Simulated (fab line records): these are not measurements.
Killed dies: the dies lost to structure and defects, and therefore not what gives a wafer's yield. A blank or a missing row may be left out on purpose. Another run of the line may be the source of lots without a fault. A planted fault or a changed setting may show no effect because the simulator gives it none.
Comparing a struck lot with a sound one    flow gf180mcu    15 steps out of a route of 602
Sound: wafers L689.1, L689.2, L689.4. Wafers struck: L699.4, L699.5, L699.6. At the end, the cause is stated.
Per side, at each step with rows, come the tool, then ch with its chambers, and then its first start. Under that, the readings that differ: sound wafers    struck wafers    difference of the means    sigmas: that difference in standard deviations of wafers without a fault.
alike: readings with means less than 2 such deviations apart, plus words and numbers identical on both sides. not compared: withheld readings, readings lacking a value on some wafer, bounds such as >300 that could conceal the same value, and numbers that have no deviation in the record and whose values overlap.
A row with sigmas, a row that says differs or no value, or rows on one side alone: a step with any of these is where the two part. When numbers do not overlap yet have no deviation, they are printed without sigmas and do not part them. Lack of a reading on every wafer of one side parts them only where that side has two or more wafers.

GF_V2_BOW_MEAS_05:
  sound on film-metro-04, day 21 01:47; struck on film-metro-01, day 24 14:59
  alike: V2_BOW
then, 8 steps without rows for these wafers: GF_V2_DEHYDRATE_06 (time 60 s); GF_V2_HMDS_07 (prime time 60 s); GF_V2_COAT_08; GF_V2_COAT_09 (resist thk 1000 nm); GF_V2_SOFTBAKE_10 (time 60 s); GF_V2_EXPOSE_11 (exposes mask Via2, target cd 260 nm); GF_V2_PEB_12 (peb time 90 s); GF_V2_DEVELOP_13 (develop time 60 s).
GF_V2_CD_MEAS_14 targets a cd of 260 nm.
  sound on cd-sem-01, day 22 01:58; struck on cd-sem-01, day 25 13:41
  alike: cd-nm
GF_V2_OVL_MEAS_15:
  sound on overlay-02, day 22 02:05; struck on overlay-01, day 25 13:46
  alike: V2_OVL
GF_V2_ETCH_16: etches BARC in N2/H2.
  sound on rie-diel-03 ch 0,1,2, day 22 02:07; struck on rie-diel-01 ch 0,1,3, day 25 13:49
  alike: bias-w, chamber-pressure-mTorr, drypump-motor-current-A, oes-product-au, rf-fwd-power-W, throttle-valve-pct
GF_V2_ETCH_17: etches SiO2 in C4F8/O2/Ar, stops on TiN, target depth 630 nm.
  sound on rie-diel-03 ch 0,1,2, day 22 02:00; struck on rie-diel-01 ch 0,1,3, day 25 13:00
  no value came back on the struck wafers for bias-w (W), chamber-pressure-mTorr (mTorr), oes-product-au (a.u.), rf-fwd-power-W (W); on the sound wafers bias-w (W) reads 1199 1201 1202
GF_V2_STRIP_18: strips in O2/N2.
  sound on plasma-asher-04 ch 0,1, day 22 02:15; struck on plasma-asher-02 ch 0,1, day 25 13:57
reading                sound              struck             difference  sigmas
oes-product-au (a.u.)  0.597 0.588 0.597  0.668 0.676 0.670  +0.077      +16
  alike: drypump-motor-current-A, heater-power-w
  not compared: rf-hours-counter-h
then, 1 step without rows for these wafers: GF_V2_STRIP_19 (strips in post etch residue remover, time 1200 s).

== WHERE THEY PART ==
At GF_V2_ETCH_17 first; at GF_V2_STRIP_18 last (within this record only).

WHY: the cause the simulator had injected
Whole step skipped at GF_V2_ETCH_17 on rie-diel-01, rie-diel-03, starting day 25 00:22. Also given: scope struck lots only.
